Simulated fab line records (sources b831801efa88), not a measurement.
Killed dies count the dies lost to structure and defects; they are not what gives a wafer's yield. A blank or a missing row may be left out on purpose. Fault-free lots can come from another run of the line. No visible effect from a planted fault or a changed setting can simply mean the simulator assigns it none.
One fault through the eyes of 2 desks    flow sky130    each desk holds nothing but its own numbers, with what lay behind them at the end

== THE METROLOGY DESK ==
What the gauges read, lot by lot, whatever tool the lot ran on: means of the sampled wafers that have a number. A lot is out of limits, marked OUT, if its mean lies more than 4 standard deviations from the usual mean; the brackets give that distance.
Columns: A = NWELL_OXIDATION_THK at SKY_NWELL_THK_MEAS_02, usual 10.11 nm; B = DNWELL_TW at SKY_DNWELL_TW_MEAS_09, usual 1125; C = PWDE_OVL at SKY_PWDE_OVL_MEAS_07, usual 0.8 nm; D = PWDE_TW at SKY_PWDE_TW_MEAS_10, usual 377.6; E = NWELL_00_OVL at SKY_NWELL_OVL_MEAS_10, usual 0.0 nm; F = NWELL_TW at SKY_NWELL_TW_MEAS_15, usual 1836
lot   first seen here  A      B     C     D      E     F
L347  day 3 04:56      10.02  1135  2.4   376.4  -0.9  1841
L355  day 4 21:50      9.88   1125  0.1   375.7  -0.4  1834
L357  day 5 08:33      10.08  1122  1.3   375.6  0.2   1837
L363  day 6 17:32      10.25  1124  -0.7  375.9  -1.1  1844
L364  day 7 07:21      10.17  1116  0.6   375.8  -0.9  1838
L367  day 8 01:39      9.99   1117  2.3   379.2  0.4   1829
Result from this desk: across the 6 lots, nothing is out of limits.

== AT THE TOOL OWNER'S DESK: iline_stepper-02 ==
The tool's own readings at SKY_DNWELL_EXPOSE_04 (exposes mask DNM, target cd 3000 nm): means of the sampled wafers that have a number, for each lot that ran on this tool. A lot is out of limits, marked OUT, if its mean lies more than 4 standard deviations from the usual mean; the brackets give that distance.
Columns: A = reticle_temp_C at SKY_DNWELL_EXPOSE_04, usual 23.00 C
lot   first seen here  A
L347  day 3 12:21      22.95
L355  day 5 07:22      22.97
L357  day 5 17:40      23.09
Result from this desk: across the 3 lots, nothing is out of limits.

== ALL TOGETHER ==
Nothing out of limits was seen by the metrology desk.
The tool owner's desk saw nothing out of limits.

== WHAT THE SIMULATOR HAD PUT IN ==
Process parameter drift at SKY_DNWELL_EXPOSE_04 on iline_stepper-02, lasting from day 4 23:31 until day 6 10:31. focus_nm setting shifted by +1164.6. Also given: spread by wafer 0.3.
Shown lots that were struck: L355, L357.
